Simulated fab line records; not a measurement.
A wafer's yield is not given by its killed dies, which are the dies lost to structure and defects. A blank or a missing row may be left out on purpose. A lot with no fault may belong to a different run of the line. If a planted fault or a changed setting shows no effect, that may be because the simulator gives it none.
fab line records / flow sky130
record lots=7 wafers=21 last-day=50
route steps=708 shown SD_P@326 RES_XHIGH@332 SD_N@342
lots that met no fault: from a run of the same line without faults
start-h: hours from the record's first day to the start of the lot's first wafer shown / wait-h: hours elapsed since this lot's preceding step / " same as the row above / L1.1+2: one row covering several wafers at once / - either no value or no given start / * or withheld: withheld / < > ~ a bound
route shown NAME@n: NAME is a module with steps in the file, n the number in the route of the first one / usual: mean/standard deviation of fault-free wafers / same: alike in all rows / chamber/n: place in a boat / sites: per-site readings / _std_site: standard deviation of those values / _edge_site: mean of outer sites minus mean of inner sites / radius-mm: how far each site lies from the wafer's centre / mask NAME#n: copy n / behind: tool/chamber where the wafer was last shaped / hold: why the lot was held/for how many hours/how that ended / device: the transistor (n, p or np) that didn't switch / end of line: the same wafers' tests at the end of the route / for a step that has no rows: nothing shown but its recipe / killed: at the first sort, the dies lost to defects and structure; wafer yield is something else / map: per-die view of a wafer (x killed, . not killed, _ where there is no die)
set.NAME: the setting the step ran with; set.NAME@STEP: the setting that earlier step ran with / model.NAME: the simulator's own value behind a step, which no gauge read
lots at selected steps of the route; one table per step, one row per wafer
services: the hour from which a tool's chamber was out of use, counted from the record's first day as start-h (under 0 if before that day), plus the number of hours and why
## steps
# step SKY_SD_P_DEVELOP_06
# recipe resist=NOVOLAK developer=TMAH develop-time-s=60 dev-temp-c=23
# step SKY_SD_P_CD_MEAS_07
# recipe target-cd-nm=380
# usual cd-nm=379.6/2.8
lot.wafer=L448.2 tool=cd-sem-01 chamber=- start-h=589.84 wait-h=0.1 cd-nm=381.7
lot.wafer=L448.4 tool=cd-sem-01 chamber=- start-h=589.84 wait-h=0.1 cd-nm=378.0
lot.wafer=L448.6 tool=cd-sem-01 chamber=- start-h=589.84 wait-h=0.1 cd-nm=379.4
lot.wafer=L449.1 tool=cd-sem-02 chamber=- start-h=596.71 wait-h=0.1 cd-nm=377.8
lot.wafer=L449.4 tool=cd-sem-02 chamber=- start-h=596.71 wait-h=0.1 cd-nm=379.9
lot.wafer=L449.5 tool=cd-sem-02 chamber=- start-h=596.71 wait-h=0.1 cd-nm=377.5
lot.wafer=L450.3 tool=cd-sem-01 chamber=- start-h=612.72 wait-h=0.1 cd-nm=377.3
lot.wafer=L450.4 tool=cd-sem-01 chamber=- start-h=612.72 wait-h=0.1 cd-nm=379.2
lot.wafer=L450.5 tool=cd-sem-01 chamber=- start-h=612.72 wait-h=0.1 cd-nm=377.7
lot.wafer=L458.1 tool=cd-sem-01 chamber=- start-h=678.43 wait-h=0.1 cd-nm=378.4
lot.wafer=L458.3 tool=cd-sem-01 chamber=- start-h=678.43 wait-h=0.1 cd-nm=381.5
lot.wafer=L458.4 tool=cd-sem-01 chamber=- start-h=678.43 wait-h=0.1 cd-nm=379.3
lot.wafer=L468.2 tool=cd-sem-02 chamber=- start-h=749.69 wait-h=0.1 cd-nm=380.8
lot.wafer=L468.5 tool=cd-sem-02 chamber=- start-h=749.69 wait-h=0.1 cd-nm=381.9
lot.wafer=L468.6 tool=cd-sem-02 chamber=- start-h=749.69 wait-h=0.1 cd-nm=379.9
lot.wafer=L470.1 tool=cd-sem-01 chamber=- start-h=761.62 wait-h=0.1 cd-nm=378.4
lot.wafer=L470.2 tool=cd-sem-01 chamber=- start-h=761.62 wait-h=0.1 cd-nm=378.6
lot.wafer=L470.6 tool=cd-sem-01 chamber=- start-h=761.62 wait-h=0.1 cd-nm=380.5
lot.wafer=L469.1 tool=cd-sem-02 chamber=- start-h=763.07 wait-h=0.1 cd-nm=383.9
lot.wafer=L469.5 tool=cd-sem-02 chamber=- start-h=763.07 wait-h=0.1 cd-nm=383.1
lot.wafer=L469.6 tool=cd-sem-02 chamber=- start-h=763.07 wait-h=0.1 cd-nm=384.3
# step SKY_SD_P_OVL_MEAS_08
# usual SD_P_OVL=-0.4/1.3
lot.wafer=L448.2 tool=overlay-02 chamber=- start-h=589.95 wait-h=0.1 SD_P_OVL[nm]=0.4
lot.wafer=L448.4 tool=overlay-02 chamber=- start-h=589.95 wait-h=0.1 SD_P_OVL[nm]=-1.4
lot.wafer=L448.6 tool=overlay-02 chamber=- start-h=589.95 wait-h=0.1 SD_P_OVL[nm]=1.0
lot.wafer=L449.1 tool=overlay-01 chamber=- start-h=596.83 wait-h=0.1 SD_P_OVL[nm]=-2.4
lot.wafer=L449.4 tool=overlay-01 chamber=- start-h=596.83 wait-h=0.1 SD_P_OVL[nm]=-1.4
lot.wafer=L449.5 tool=overlay-01 chamber=- start-h=596.83 wait-h=0.1 SD_P_OVL[nm]=-0.4
lot.wafer=L450.3 tool=overlay-02 chamber=- start-h=612.81 wait-h=0.1 SD_P_OVL[nm]=0.2
lot.wafer=L450.4 tool=overlay-02 chamber=- start-h=612.81 wait-h=0.1 SD_P_OVL[nm]=0.6
lot.wafer=L450.5 tool=overlay-02 chamber=- start-h=612.81 wait-h=0.1 SD_P_OVL[nm]=-0.4
lot.wafer=L458.1 tool=overlay-02 chamber=- start-h=678.55 wait-h=0.1 SD_P_OVL[nm]=0.0
lot.wafer=L458.3 tool=overlay-02 chamber=- start-h=678.55 wait-h=0.1 SD_P_OVL[nm]=0.4
lot.wafer=L458.4 tool=overlay-02 chamber=- start-h=678.55 wait-h=0.1 SD_P_OVL[nm]=0.4
lot.wafer=L468.2 tool=overlay-02 chamber=- start-h=749.80 wait-h=0.1 SD_P_OVL[nm]=-0.3
lot.wafer=L468.5 tool=overlay-02 chamber=- start-h=749.80 wait-h=0.1 SD_P_OVL[nm]=-0.6
lot.wafer=L468.6 tool=overlay-02 chamber=- start-h=749.80 wait-h=0.1 SD_P_OVL[nm]=-0.9
lot.wafer=L470.1 tool=overlay-01 chamber=- start-h=761.74 wait-h=0.1 SD_P_OVL[nm]=-0.6
lot.wafer=L470.2 tool=overlay-01 chamber=- start-h=761.74 wait-h=0.1 SD_P_OVL[nm]=-2.2
lot.wafer=L470.6 tool=overlay-01 chamber=- start-h=761.74 wait-h=0.1 SD_P_OVL[nm]=-1.6
lot.wafer=L469.1 tool=overlay-01 chamber=- start-h=763.19 wait-h=0.1 SD_P_OVL[nm]=-2.1
lot.wafer=L469.5 tool=overlay-01 chamber=- start-h=763.19 wait-h=0.1 SD_P_OVL[nm]=-3.6
lot.wafer=L469.6 tool=overlay-01 chamber=- start-h=763.19 wait-h=0.1 SD_P_OVL[nm]=-3.0
# step SKY_SD_P_IMPLANT_09
# recipe species=BF2 energy-kev=20 dose-cm2=3e+15 tilt-deg=0
# step SKY_SD_P_STRIP_10
# recipe chemistry=O2/N2 power-w=1400 pressure-mtorr=1500 platen-temp-c=withheld o2-flow-sccm=3000 n2-flow-sccm=300 overash-fraction=0.5
# usual drypump-motor-current-A=5.7/0.49 n2-flow-sccm=300.0/0.92 oes-product-au=0.618/0.0043 strip-time-to-endpoint-s=17.49/0.037
lot.wafer=L448.2 tool=plasma-asher-04 chamber=1 start-h=590.13 wait-h=0.1 drypump-motor-current-A=5.5 n2-flow-sccm=300.9 oes-product-au=0.619 rf-hours-counter-h=84 strip-time-to-endpoint-s=17.46
lot.wafer=L448.4 tool=plasma-asher-04 chamber=0 start-h=590.13 wait-h=0.1 drypump-motor-current-A=5.9 n2-flow-sccm=299.8 oes-product-au=0.618 rf-hours-counter-h=- strip-time-to-endpoint-s=17.49
lot.wafer=L448.6 tool=plasma-asher-04 chamber=1 start-h=590.13 wait-h=0.1 drypump-motor-current-A=5.6 n2-flow-sccm=301.9 oes-product-au=0.626 rf-hours-counter-h=- strip-time-to-endpoint-s=17.49
lot.wafer=L449.1 tool=plasma-asher-03 chamber=1 start-h=597.01 wait-h=0.1 drypump-motor-current-A=6.3 n2-flow-sccm=300.7 oes-product-au=0.616 rf-hours-counter-h=80 strip-time-to-endpoint-s=17.51
lot.wafer=L449.4 tool=plasma-asher-03 chamber=1 start-h=597.01 wait-h=0.1 drypump-motor-current-A=6.3 n2-flow-sccm=302.0 oes-product-au=0.608 rf-hours-counter-h=- strip-time-to-endpoint-s=17.46
lot.wafer=L449.5 tool=plasma-asher-03 chamber=1 start-h=597.01 wait-h=0.1 drypump-motor-current-A=6.3 n2-flow-sccm=299.8 oes-product-au=0.621 rf-hours-counter-h=- strip-time-to-endpoint-s=17.52
lot.wafer=L450.3 tool=plasma-asher-04 chamber=0 start-h=613.02 wait-h=0.1 drypump-motor-current-A=6.0 n2-flow-sccm=300.1 oes-product-au=0.615 rf-hours-counter-h=- strip-time-to-endpoint-s=17.45
lot.wafer=L450.4 tool=plasma-asher-04 chamber=1 start-h=613.02 wait-h=0.1 drypump-motor-current-A=5.5 n2-flow-sccm=300.3 oes-product-au=0.623 rf-hours-counter-h=- strip-time-to-endpoint-s=17.51
lot.wafer=L450.5 tool=plasma-asher-04 chamber=1 start-h=613.02 wait-h=0.1 drypump-motor-current-A=5.6 n2-flow-sccm=300.6 oes-product-au=0.611 rf-hours-counter-h=- strip-time-to-endpoint-s=17.51
lot.wafer=L458.1 tool=plasma-asher-01 chamber=0 start-h=678.74 wait-h=0.1 drypump-motor-current-A=5.0 n2-flow-sccm=299.7 oes-product-au=0.616 rf-hours-counter-h=56 strip-time-to-endpoint-s=17.46
lot.wafer=L458.3 tool=plasma-asher-01 chamber=1 start-h=678.74 wait-h=0.1 drypump-motor-current-A=5.4 n2-flow-sccm=300.0 oes-product-au=0.620 rf-hours-counter-h=- strip-time-to-endpoint-s=17.51
lot.wafer=L458.4 tool=plasma-asher-01 chamber=0 start-h=678.74 wait-h=0.1 drypump-motor-current-A=4.9 n2-flow-sccm=300.0 oes-product-au=0.619 rf-hours-counter-h=- strip-time-to-endpoint-s=17.46
lot.wafer=L468.2 tool=plasma-asher-01 chamber=1 start-h=749.98 wait-h=0.1 drypump-motor-current-A=5.4 n2-flow-sccm=298.7 oes-product-au=0.617 rf-hours-counter-h=64 strip-time-to-endpoint-s=17.50
lot.wafer=L468.5 tool=plasma-asher-01 chamber=0 start-h=749.98 wait-h=0.1 drypump-motor-current-A=5.0 n2-flow-sccm=299.3 oes-product-au=0.621 rf-hours-counter-h=- strip-time-to-endpoint-s=17.47
lot.wafer=L468.6 tool=plasma-asher-01 chamber=1 start-h=749.98 wait-h=0.1 drypump-motor-current-A=5.4 n2-flow-sccm=300.1 oes-product-au=0.614 rf-hours-counter-h=- strip-time-to-endpoint-s=17.45
lot.wafer=L470.1 tool=plasma-asher-01 chamber=1 start-h=761.93 wait-h=0.1 drypump-motor-current-A=5.4 n2-flow-sccm=299.9 oes-product-au=0.622 rf-hours-counter-h=65 strip-time-to-endpoint-s=17.53
lot.wafer=L470.2 tool=plasma-asher-01 chamber=0 start-h=761.93 wait-h=0.1 drypump-motor-current-A=5.0 n2-flow-sccm=300.2 oes-product-au=0.620 rf-hours-counter-h=65 strip-time-to-endpoint-s=17.54
lot.wafer=L470.6 tool=plasma-asher-01 chamber=0 start-h=761.93 wait-h=0.1 drypump-motor-current-A=4.9 n2-flow-sccm=300.5 oes-product-au=0.625 rf-hours-counter-h=- strip-time-to-endpoint-s=17.50
lot.wafer=L469.1 tool=plasma-asher-03 chamber=0 start-h=763.38 wait-h=0.1 drypump-motor-current-A=6.2 n2-flow-sccm=299.7 oes-product-au=0.620 rf-hours-counter-h=97 strip-time-to-endpoint-s=17.50
lot.wafer=L469.5 tool=plasma-asher-03 chamber=0 start-h=763.38 wait-h=0.1 drypump-motor-current-A=6.1 n2-flow-sccm=299.7 oes-product-au=0.619 rf-hours-counter-h=- strip-time-to-endpoint-s=17.46
lot.wafer=L469.6 tool=plasma-asher-03 chamber=1 start-h=763.38 wait-h=0.1 drypump-motor-current-A=6.2 n2-flow-sccm=298.6 oes-product-au=0.619 rf-hours-counter-h=- strip-time-to-endpoint-s=17.51
# step SKY_SD_P_TW_MEAS_11
# usual SD_P_TW=2852/25
lot.wafer=L448.2 tool=film-metro-02 chamber=- start-h=590.24 wait-h=0.1 SD_P_TW=2857
lot.wafer=L448.4 tool=film-metro-02 chamber=- start-h=590.24 wait-h=0.1 SD_P_TW=2856
lot.wafer=L448.6 tool=film-metro-02 chamber=- start-h=590.24 wait-h=0.1 SD_P_TW=2870
lot.wafer=L449.1 tool=film-metro-02 chamber=- start-h=597.11 wait-h=0.1 SD_P_TW=2851
lot.wafer=L449.4 tool=film-metro-02 chamber=- start-h=597.11 wait-h=0.1 SD_P_TW=2869
lot.wafer=L449.5 tool=film-metro-02 chamber=- start-h=597.11 wait-h=0.1 SD_P_TW=2849
lot.wafer=L450.3 tool=film-metro-03 chamber=- start-h=613.10 wait-h=0.1 SD_P_TW=2821
lot.wafer=L450.4 tool=film-metro-03 chamber=- start-h=613.10 wait-h=0.1 SD_P_TW=2819
lot.wafer=L450.5 tool=film-metro-03 chamber=- start-h=613.10 wait-h=0.1 SD_P_TW=2820
lot.wafer=L458.1 tool=film-metro-01 chamber=- start-h=678.84 wait-h=0.1 SD_P_TW=2882
lot.wafer=L458.3 tool=film-metro-01 chamber=- start-h=678.84 wait-h=0.1 SD_P_TW=2866
lot.wafer=L458.4 tool=film-metro-01 chamber=- start-h=678.84 wait-h=0.1 SD_P_TW=2875
lot.wafer=L468.2 tool=film-metro-02 chamber=- start-h=750.09 wait-h=0.1 SD_P_TW=2849
lot.wafer=L468.5 tool=film-metro-02 chamber=- start-h=750.09 wait-h=0.1 SD_P_TW=2861
lot.wafer=L468.6 tool=film-metro-02 chamber=- start-h=750.09 wait-h=0.1 SD_P_TW=2844
lot.wafer=L470.1 tool=film-metro-02 chamber=- start-h=762.03 wait-h=0.1 SD_P_TW=2833
lot.wafer=L470.2 tool=film-metro-02 chamber=- start-h=762.03 wait-h=0.1 SD_P_TW=2851
lot.wafer=L470.6 tool=film-metro-02 chamber=- start-h=762.03 wait-h=0.1 SD_P_TW=2848
lot.wafer=L469.1 tool=film-metro-03 chamber=- start-h=763.48 wait-h=0.1 SD_P_TW=2822
lot.wafer=L469.5 tool=film-metro-03 chamber=- start-h=763.48 wait-h=0.1 SD_P_TW=2806
lot.wafer=L469.6 tool=film-metro-03 chamber=- start-h=763.48 wait-h=0.1 SD_P_TW=2824
# step SKY_RES_XHIGH_DEHYDRATE_00
# recipe temp-c=200 time-s=60
# step SKY_RES_XHIGH_HMDS_01
# recipe prime-time-s=60 prime-temp-c=120
# step SKY_RES_XHIGH_COAT_02
# recipe resist=NOVOLAK spin-rpm=3000 resist-thk-nm=1140
# step SKY_RES_XHIGH_SOFTBAKE_03
# recipe temp-c=90 time-s=60 resist=NOVOLAK
# step SKY_RES_XHIGH_EXPOSE_04
# recipe mask-id=URPM na=0.6 source-shape=conventional sigma-outer=0.6 polarization=unpolarized target-cd-nm=1270 dose-mj=140
# step SKY_RES_XHIGH_PEB_05
# recipe temp-c=withheld time-s=* resist=NOVOLAK
# step SKY_RES_XHIGH_DEVELOP_06
# recipe resist=NOVOLAK developer=TMAH develop-time-s=60 dev-temp-c=22.48
# usual chill-plate-temp-C=23.02/0.11 develop-time-s=60/0 exhaust-pa=44.8/0.74
lot.wafer=L448.2 tool=litho-track-03 chamber=0 start-h=619.03 wait-h=0.1 chill-plate-temp-C=23.07 develop-time-s=60 exhaust-pa=45.2
lot.wafer=L448.4 tool=litho-track-03 chamber=0 start-h=619.03 wait-h=0.1 chill-plate-temp-C=23.08 develop-time-s=60 exhaust-pa=45.0
lot.wafer=L448.6 tool=litho-track-03 chamber=0 start-h=619.03 wait-h=0.1 chill-plate-temp-C=22.99 develop-time-s=60 exhaust-pa=45.6
lot.wafer=L449.1 tool=litho-track-03 chamber=0 start-h=625.40 wait-h=0.1 chill-plate-temp-C=23.04 develop-time-s=60 exhaust-pa=45.6
lot.wafer=L449.4 tool=litho-track-03 chamber=0 start-h=625.40 wait-h=0.1 chill-plate-temp-C=23.00 develop-time-s=60 exhaust-pa=44.6
lot.wafer=L449.5 tool=litho-track-03 chamber=0 start-h=625.40 wait-h=0.1 chill-plate-temp-C=23.07 develop-time-s=60 exhaust-pa=45.5
lot.wafer=L450.3 tool=litho-track-03 chamber=0 start-h=641.60 wait-h=0.1 chill-plate-temp-C=22.87 develop-time-s=60 exhaust-pa=44.4
lot.wafer=L450.4 tool=litho-track-03 chamber=0 start-h=641.60 wait-h=0.1 chill-plate-temp-C=22.98 develop-time-s=60 exhaust-pa=43.8
lot.wafer=L450.5 tool=litho-track-03 chamber=0 start-h=641.60 wait-h=0.1 chill-plate-temp-C=22.94 develop-time-s=60 exhaust-pa=44.8
lot.wafer=L458.1 tool=litho-track-03 chamber=0 start-h=706.20 wait-h=0.1 chill-plate-temp-C=23.09 develop-time-s=60 exhaust-pa=44.5
lot.wafer=L458.3 tool=litho-track-03 chamber=0 start-h=706.20 wait-h=0.1 chill-plate-temp-C=23.06 develop-time-s=60 exhaust-pa=43.5
lot.wafer=L458.4 tool=litho-track-03 chamber=0 start-h=706.20 wait-h=0.1 chill-plate-temp-C=23.02 develop-time-s=60 exhaust-pa=44.5
lot.wafer=L468.2 tool=litho-track-03 chamber=- start-h=777.08 wait-h=0.1 chill-plate-temp-C=- develop-time-s=- exhaust-pa=-
lot.wafer=L468.5 tool=litho-track-03 chamber=- start-h=777.08 wait-h=0.1 chill-plate-temp-C=- develop-time-s=- exhaust-pa=-
lot.wafer=L468.6 tool=litho-track-03 chamber=- start-h=777.08 wait-h=0.1 chill-plate-temp-C=- develop-time-s=- exhaust-pa=-
lot.wafer=L470.1 tool=litho-track-01 chamber=- start-h=788.36 wait-h=0.1 chill-plate-temp-C=- develop-time-s=- exhaust-pa=-
lot.wafer=L470.2 tool=litho-track-01 chamber=- start-h=788.36 wait-h=0.1 chill-plate-temp-C=- develop-time-s=- exhaust-pa=-
lot.wafer=L470.6 tool=litho-track-01 chamber=- start-h=788.36 wait-h=0.1 chill-plate-temp-C=- develop-time-s=- exhaust-pa=-
lot.wafer=L469.1 tool=litho-track-02 chamber=- start-h=789.42 wait-h=0.1 chill-plate-temp-C=- develop-time-s=- exhaust-pa=-
lot.wafer=L469.5 tool=litho-track-02 chamber=- start-h=789.42 wait-h=0.1 chill-plate-temp-C=- develop-time-s=- exhaust-pa=-
lot.wafer=L469.6 tool=litho-track-02 chamber=- start-h=789.42 wait-h=0.1 chill-plate-temp-C=- develop-time-s=- exhaust-pa=-
# step SKY_RES_XHIGH_IMPLANT_07
# recipe species=BF2 energy-kev=20 dose-cm2=3.6e+14 tilt-deg=0
# step SKY_RES_XHIGH_STRIP_08
# recipe chemistry=O2/N2 power-w=1400 pressure-mtorr=1500 platen-temp-c=withheld o2-flow-sccm=3000 n2-flow-sccm=300 overash-fraction=0.5
# usual drypump-motor-current-A=5.6/0.45 n2-flow-sccm=299.9/0.83 oes-product-au=0.711/0.0042 strip-time-to-endpoint-s=14.29/0.041
lot.wafer=L448.2 tool=plasma-asher-01 chamber=0 start-h=619.30 wait-h=0.1 drypump-motor-current-A=4.9 n2-flow-sccm=300.2 oes-product-au=0.709 rf-hours-counter-h=50 strip-time-to-endpoint-s=14.28
lot.wafer=L448.4 tool=plasma-asher-01 chamber=0 start-h=619.30 wait-h=0.1 drypump-motor-current-A=5.0 n2-flow-sccm=299.4 oes-product-au=0.707 rf-hours-counter-h=- strip-time-to-endpoint-s=14.26
lot.wafer=L448.6 tool=plasma-asher-01 chamber=0 start-h=619.30 wait-h=0.1 drypump-motor-current-A=5.0 n2-flow-sccm=300.0 oes-product-au=0.705 rf-hours-counter-h=- strip-time-to-endpoint-s=14.29
lot.wafer=L449.1 tool=plasma-asher-02 chamber=0 start-h=625.70 wait-h=0.1 drypump-motor-current-A=5.8 n2-flow-sccm=299.2 oes-product-au=0.715 rf-hours-counter-h=18 strip-time-to-endpoint-s=14.30
lot.wafer=L449.4 tool=plasma-asher-02 chamber=0 start-h=625.70 wait-h=0.1 drypump-motor-current-A=5.8 n2-flow-sccm=299.3 oes-product-au=0.718 rf-hours-counter-h=- strip-time-to-endpoint-s=14.25
lot.wafer=L449.5 tool=plasma-asher-02 chamber=0 start-h=625.70 wait-h=0.1 drypump-motor-current-A=5.8 n2-flow-sccm=299.6 oes-product-au=0.716 rf-hours-counter-h=- strip-time-to-endpoint-s=14.28
lot.wafer=L450.3 tool=plasma-asher-03 chamber=0 start-h=641.88 wait-h=0.1 drypump-motor-current-A=6.2 n2-flow-sccm=298.9 oes-product-au=0.710 rf-hours-counter-h=- strip-time-to-endpoint-s=14.27
lot.wafer=L450.4 tool=plasma-asher-03 chamber=1 start-h=641.88 wait-h=0.1 drypump-motor-current-A=6.3 n2-flow-sccm=300.9 oes-product-au=0.719 rf-hours-counter-h=- strip-time-to-endpoint-s=14.25
lot.wafer=L450.5 tool=plasma-asher-03 chamber=0 start-h=641.88 wait-h=0.1 drypump-motor-current-A=6.2 n2-flow-sccm=300.0 oes-product-au=0.714 rf-hours-counter-h=- strip-time-to-endpoint-s=14.26
lot.wafer=L458.1 tool=plasma-asher-02 chamber=1 start-h=706.50 wait-h=0.1 drypump-motor-current-A=5.8 n2-flow-sccm=300.7 oes-product-au=0.714 rf-hours-counter-h=26 strip-time-to-endpoint-s=14.25
lot.wafer=L458.3 tool=plasma-asher-02 chamber=1 start-h=706.50 wait-h=0.1 drypump-motor-current-A=5.8 n2-flow-sccm=300.9 oes-product-au=0.713 rf-hours-counter-h=- strip-time-to-endpoint-s=14.24
lot.wafer=L458.4 tool=plasma-asher-02 chamber=0 start-h=706.50 wait-h=0.1 drypump-motor-current-A=5.8 n2-flow-sccm=299.2 oes-product-au=0.708 rf-hours-counter-h=- strip-time-to-endpoint-s=14.25
lot.wafer=L468.2 tool=plasma-asher-01 chamber=1 start-h=777.35 wait-h=0.1 drypump-motor-current-A=5.4 n2-flow-sccm=300.2 oes-product-au=0.712 rf-hours-counter-h=66 strip-time-to-endpoint-s=14.31
lot.wafer=L468.5 tool=plasma-asher-01 chamber=1 start-h=777.35 wait-h=0.1 drypump-motor-current-A=5.4 n2-flow-sccm=300.5 oes-product-au=0.711 rf-hours-counter-h=- strip-time-to-endpoint-s=14.31
lot.wafer=L468.6 tool=plasma-asher-01 chamber=0 start-h=777.35 wait-h=0.1 drypump-motor-current-A=4.9 n2-flow-sccm=301.4 oes-product-au=0.708 rf-hours-counter-h=- strip-time-to-endpoint-s=14.33
lot.wafer=L470.1 tool=plasma-asher-03 chamber=1 start-h=788.66 wait-h=0.1 drypump-motor-current-A=6.3 n2-flow-sccm=300.1 oes-product-au=0.704 rf-hours-counter-h=99 strip-time-to-endpoint-s=14.31
lot.wafer=L470.2 tool=plasma-asher-03 chamber=0 start-h=788.66 wait-h=0.1 drypump-motor-current-A=6.2 n2-flow-sccm=298.5 oes-product-au=0.708 rf-hours-counter-h=99 strip-time-to-endpoint-s=14.36
lot.wafer=L470.6 tool=plasma-asher-03 chamber=0 start-h=788.66 wait-h=0.1 drypump-motor-current-A=6.1 n2-flow-sccm=300.2 oes-product-au=0.716 rf-hours-counter-h=- strip-time-to-endpoint-s=14.32
lot.wafer=L469.1 tool=plasma-asher-01 chamber=1 start-h=789.72 wait-h=0.1 drypump-motor-current-A=5.4 n2-flow-sccm=300.3 oes-product-au=0.709 rf-hours-counter-h=67 strip-time-to-endpoint-s=14.34
lot.wafer=L469.5 tool=plasma-asher-01 chamber=0 start-h=789.72 wait-h=0.1 drypump-motor-current-A=4.9 n2-flow-sccm=299.5 oes-product-au=0.705 rf-hours-counter-h=- strip-time-to-endpoint-s=14.33
lot.wafer=L469.6 tool=plasma-asher-01 chamber=1 start-h=789.72 wait-h=0.1 drypump-motor-current-A=5.4 n2-flow-sccm=300.0 oes-product-au=0.709 rf-hours-counter-h=- strip-time-to-endpoint-s=14.35
# step SKY_RES_XHIGH_TW_MEAS_09
# usual RES_XHIGH_TW=1655/19
lot.wafer=L448.2 tool=film-metro-03 chamber=- start-h=619.41 wait-h=0.1 RES_XHIGH_TW=1637
lot.wafer=L448.4 tool=film-metro-03 chamber=- start-h=619.41 wait-h=0.1 RES_XHIGH_TW=1638
lot.wafer=L448.6 tool=film-metro-03 chamber=- start-h=619.41 wait-h=0.1 RES_XHIGH_TW=1638
lot.wafer=L449.1 tool=film-metro-03 chamber=- start-h=625.80 wait-h=0.1 RES_XHIGH_TW=1642
lot.wafer=L449.4 tool=film-metro-03 chamber=- start-h=625.80 wait-h=0.1 RES_XHIGH_TW=1647
lot.wafer=L449.5 tool=film-metro-03 chamber=- start-h=625.80 wait-h=0.1 RES_XHIGH_TW=1644
lot.wafer=L450.3 tool=film-metro-02 chamber=- start-h=641.97 wait-h=0.1 RES_XHIGH_TW=1669
lot.wafer=L450.4 tool=film-metro-02 chamber=- start-h=641.97 wait-h=0.1 RES_XHIGH_TW=1670
lot.wafer=L450.5 tool=film-metro-02 chamber=- start-h=641.97 wait-h=0.1 RES_XHIGH_TW=1659
lot.wafer=L458.1 tool=film-metro-01 chamber=- start-h=706.60 wait-h=0.1 RES_XHIGH_TW=1676
lot.wafer=L458.3 tool=film-metro-01 chamber=- start-h=706.60 wait-h=0.1 RES_XHIGH_TW=1676
lot.wafer=L458.4 tool=film-metro-01 chamber=- start-h=706.60 wait-h=0.1 RES_XHIGH_TW=1672
lot.wafer=L468.2 tool=film-metro-01 chamber=- start-h=777.46 wait-h=0.1 RES_XHIGH_TW=31
lot.wafer=L468.5 tool=film-metro-01 chamber=- start-h=777.46 wait-h=0.1 RES_XHIGH_TW=31
lot.wafer=L468.6 tool=film-metro-01 chamber=- start-h=777.46 wait-h=0.1 RES_XHIGH_TW=31
lot.wafer=L470.1 tool=film-metro-03 chamber=- start-h=788.76 wait-h=0.1 RES_XHIGH_TW=30
lot.wafer=L470.2 tool=film-metro-03 chamber=- start-h=788.76 wait-h=0.1 RES_XHIGH_TW=30
lot.wafer=L470.6 tool=film-metro-03 chamber=- start-h=788.76 wait-h=0.1 RES_XHIGH_TW=30
lot.wafer=L469.1 tool=film-metro-01 chamber=- start-h=789.82 wait-h=0.1 RES_XHIGH_TW=31
lot.wafer=L469.5 tool=film-metro-01 chamber=- start-h=789.82 wait-h=0.1 RES_XHIGH_TW=31
lot.wafer=L469.6 tool=film-metro-01 chamber=- start-h=789.82 wait-h=0.1 RES_XHIGH_TW=31
# step SKY_SD_N_DEHYDRATE_00
# recipe temp-c=200 time-s=60
## services
tool=plasma-asher-02 chamber=- start-h=604.87 hours=2.8 kind=pm
tool=plasma-asher-01 chamber=- start-h=663.86 hours=1.5 kind=repair
tool=plasma-asher-04 chamber=- start-h=731.40 hours=12.5 kind=pm
tool=plasma-asher-04 chamber=- start-h=743.87 hours=9.0 kind=pm
tool=plasma-asher-04 chamber=0 start-h=743.87 hours=9.0 kind=vent-cycle
tool=plasma-asher-04 chamber=1 start-h=743.87 hours=9.0 kind=vent-cycle
tool=plasma-asher-04 chamber=0 start-h=752.87 hours=- kind=clean
tool=plasma-asher-04 chamber=1 start-h=752.87 hours=- kind=clean
## key
first-sign step=SKY_RES_XHIGH_DEVELOP_06 reading=tool-record direction=missing
effect step=SKY_RES_XHIGH_TW_MEAS_09 reading=RES_XHIGH_TW direction=down sigmas=84 usual=1655 struck=31
met-at SKY_RES_XHIGH_DEVELOP_06
struck-wafers L468.2,L468.5,L468.6,L469.1,L469.5,L469.6,L470.1,L470.2,L470.6
sort-left-out L468.2,L468.5,L468.6,L469.1,L469.5,L469.6,L470.1,L470.2,L470.6
tester-left-out L468,L469,L470
onset-between 706.20 777.08
fault kind=skipped-step-whole tool=litho-track-01,litho-track-02,litho-track-03 chamber=- onset-h=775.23 steps=SKY_RES_XHIGH_DEVELOP_06 scope=struck-lots-only
# tester-left-out: of these lots the tester's yield and bins aren't shown, on N5 and GAA mostly nor the transistor test; their killed dies are dies lost to structure and defects alone, not to doping, threshold or leakage, so they don't give the yield
# sort-left-out: the simulated sort isn't trusted on such a fault, so these wafers' sort isn't shown, and their yield isn't known
